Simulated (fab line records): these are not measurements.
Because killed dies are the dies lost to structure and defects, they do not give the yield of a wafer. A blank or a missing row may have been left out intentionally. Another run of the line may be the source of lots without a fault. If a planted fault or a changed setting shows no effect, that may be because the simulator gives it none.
Which tool is to blame? ; flow gf180mcu ; Sampling: 12 lots, 36 wafers, 6 of 602 route steps

== WHAT THE GAUGES SHOWED, per wafer ==
GF_NSD_OVL_MEAS_08.
lot;measured;on;NSD_OVL (nm)
L240;day 13 08:04;overlay-02;-1.3 -1.1 -0.7
L241;day 13 16:02;overlay-01;-0.1 -0.9 -0.9
L243;day 14 06:04;overlay-02;-1.7 -3.6 -1.6
L246;day 15 08:35;overlay-02;0.1 -0.7 1.6
L247;day 15 17:29;overlay-02;1.7 -0.9 -0.9
L251;day 17 09:52;overlay-01;-0.8 -0.9 -1.8
L254;day 18 04:17;overlay-01;-1.1 0.7 0.5
L257;day 19 09:01;overlay-02;-2.4 -0.8 -0.5
L258;day 19 14:13;overlay-01;-1.0 -2.0 -1.8
L261;day 20 11:08;overlay-01;-3.3 -3.1 -1.5
L262;day 20 19:32;overlay-01;-1.6 -2.4 -2.1
L263;day 21 06:52;overlay-02;-0.7 -0.3 -1.1

GF_PSD_OVL_MEAS_08.
lot;measured;on;PSD_OVL (nm)
L240;day 14 05:05;overlay-02;0.5 -0.3 1.5
L241;day 14 13:43;overlay-02;-0.7 0.2 0.5
L243;day 15 04:16;overlay-02;-0.7 -1.2 -1.4
L246;day 16 07:44;overlay-01;-3.2 -2.7 -2.8
L247;day 16 16:17;overlay-01;-0.4 0.1 -0.5
L251;day 18 09:37;overlay-01;1.5 2.0 -0.3
L254;day 19 04:53;overlay-01;-1.7 -0.4 -0.1
L257;day 20 09:28;overlay-01;-0.9 -0.1 -0.1
L258;day 20 14:16;overlay-01;1.0 1.0 -0.5
L261;day 21 11:44;overlay-02;-2.7 -0.6 -0.2
L262;day 21 19:23;overlay-02;-0.2 -0.3 -1.1
L263;day 22 06:19;overlay-02;-1.0 -3.2 -0.1

GF_PSD_RS_MEAS_15: the measuring method here is four-point-probe.
lot;measured;on;PSD_RS (ohm/sq)
L240;day 14 05:41;film_metro-02;108.2 108.6 108.2
L241;day 14 14:20;film_metro-02;108.7 108.8 109.1
L243;day 15 04:53;film_metro-01;108.8 108.3 108.4
L246;day 16 08:20;film_metro-01;109.4 108.9 109.1
L247;day 16 16:55;film_metro-02;108.6 108.8 108.6
L251;day 18 10:13;film_metro-04;109.0 108.5 108.7
L254;day 19 05:31;film_metro-02;108.4 108.8 108.7
L257;day 20 10:04;film_metro-01;105.3 105.3 105.1
L258;day 20 14:53;film_metro-01;105.4 105.9 105.6
L261;day 21 12:22;film_metro-04;108.5 108.6 108.1
L262;day 21 20:01;film_metro-02;108.5 108.3 108.5
L263;day 22 06:56;film_metro-02;108.6 108.6 108.9

GF_SALICIDE_THK_MEAS_05: measures by xrf.
lot;measured;on;SALICIDE_TIN_THK (nm)
L240;day 15 04:11;film_metro-01;20.11 20.18 20.42
L241;day 15 11:49;film_metro-01;19.87 19.71 19.88
L243;day 16 02:55;film_metro-01;19.81 20.04 19.86
L246;day 17 07:21;film_metro-01;20.02 20.43 20.33
L247;day 17 15:53;film_metro-01;20.38 20.33 20.46
L251;day 19 10:37;film_metro-01;20.17 20.33 20.01
L254;day 20 06:26;film_metro-04;19.97 19.94 19.97
L257;day 21 11:05;film_metro-03;20.45 20.26 20.03
L258;day 21 15:13;film_metro-01;19.93 20.65 20.07
L261;day 22 11:44;film_metro-04;20.03 20.05 20.03
L262;day 22 20:02;film_metro-04;20.30 20.42 20.50
L263;day 23 06:30;film_metro-03;20.38 20.42 19.66

== EACH LOT AND THE TOOL THAT RAN IT (in order: tool; ch and the chambers of the sampled wafers; start) ==
lot;GF_PSD_IMPLANT_09;GF_PSD_STRIP_10
L240;implanter-04 ch 0, day 14 05:08;plasma_asher-03 ch 0,1, day 14 05:16
L241;implanter-03 ch 0, day 14 13:46;plasma_asher-02 ch 0,1, day 14 13:55
L243;implanter-03 ch 0, day 15 04:19;plasma_asher-04 ch 0,1, day 15 04:28
L246;implanter-04 ch 0, day 16 07:47;plasma_asher-03 ch 0,1, day 16 07:55
L247;implanter-04 ch 0, day 16 16:22;plasma_asher-04 ch 0,1, day 16 16:29
L251;implanter-03 ch 0, day 18 09:40;plasma_asher-03 ch 0,1, day 18 09:49
L254;implanter-02 ch 0, day 19 04:57;plasma_asher-04 ch 0,1, day 19 05:05
L257;implanter-03 ch 0, day 20 09:31;plasma_asher-02 ch 0,1, day 20 09:40
L258;implanter-03 ch 0, day 20 14:19;plasma_asher-03 ch 0,1, day 20 14:28
L261;implanter-04 ch 0, day 21 11:48;plasma_asher-02 ch 0,1, day 21 11:56
L262;implanter-02 ch 0, day 21 19:28;plasma_asher-04 ch 0,1, day 21 19:35
L263;implanter-02 ch 0, day 22 06:23;plasma_asher-04 ch 1, day 22 06:30
- GF_PSD_IMPLANT_09
- GF_PSD_STRIP_10: strips in O2/N2.

== AS READ BY THE TOOLS THEMSELVES (means over the sampled wafers that have a number; for cases with no such wafer, the mark the record gives instead) ==
GF_PSD_IMPLANT_09.
lot;tool;beam_energy_keV
L240;implanter-04;40.004
L241;implanter-03;39.997
L243;implanter-03;39.991
L246;implanter-04;40.002
L247;implanter-04;39.998
L251;implanter-03;40.019
L254;implanter-02;39.985
L257;implanter-03;42.492
L258;implanter-03;42.509
L261;implanter-04;39.994
L262;implanter-02;40.005
L263;implanter-02;40.002

GF_PSD_STRIP_10.
lot;tool;drypump_motor_current_A (A);heater_power_w (W);oes_product_au (a.u.);strip_time_to_endpoint_s (s)
L240;plasma_asher-03;5.9;317;0.596;16.50
L241;plasma_asher-02;5.6;339;0.592;16.56
L243;plasma_asher-04;5.3;306;0.592;16.58
L246;plasma_asher-03;5.9;316;0.593;16.56
L247;plasma_asher-04;5.4;313;0.594;16.48
L251;plasma_asher-03;5.9;326;0.589;16.59
L254;plasma_asher-04;5.4;311;0.593;16.46
L257;plasma_asher-02;5.6;338;0.585;16.76
L258;plasma_asher-03;5.9;305;0.587;16.79
L261;plasma_asher-02;5.6;338;0.592;16.57
L262;plasma_asher-04;5.4;308;0.591;16.55
L263;plasma_asher-04;4.9;300;0.587;16.55

== THE ANSWER, worked out from the rows above alone ==
Rule: the usual values come from the lots themselves. The widest of any qualifying gaps counts: lots, ordered by their means at a reading, are off when they make up no more than a third of the lots, leave a main group of 4 or more, and stand apart from it by 3 or more times the standard deviation of that group's means. The tables above print the reading to a certain number of digits; a main group whose means all agree to those digits is not used. Also off: a lot with no number at a reading for which 4 or more lots have one. The other lots that the step has rows for count as sound. First the gauges in route order, then the tools' own readings, where a lot's mean is used as printed above. At the first step where some lot is off, the reading lying furthest off is the one used; lots without a number count as furthest.
Off: L257, L258, seen at GF_PSD_RS_MEAS_15 (PSD_RS). For the main group the mean is 108.6 ohm/sq and the standard deviation 0.23.
If a tool, at a process step before that reading, ran all the lots that are off and no sound lot after the first of them, it fits. Not tried: the gauges at GF_PSD_RS_MEAS_15; whatever is off there is also off at GF_PSD_IMPLANT_09, on other tools, and gauge error can't account for it. One candidate fits, namely implanter-03 at GF_PSD_IMPLANT_09. A fault onset in the window from L251 (day 18 09:40, its last sound lot) to L257 (day 20 09:31, its first lot off) fits.
The tool's own readings at GF_PSD_IMPLANT_09 bear it out: on the lots that are off they differ by more than 5 times the standard deviation of the sound lots' means. beam_energy_keV reads 42.501 there against 40.000 on the sound lots.

== WHAT THE SIMULATOR PUT IN ==
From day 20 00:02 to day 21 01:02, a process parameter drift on implanter-03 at GF_PSD_IMPLANT_09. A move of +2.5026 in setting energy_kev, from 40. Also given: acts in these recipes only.
Lots struck among those shown: L257, L258. The rule given above showed the same thing.
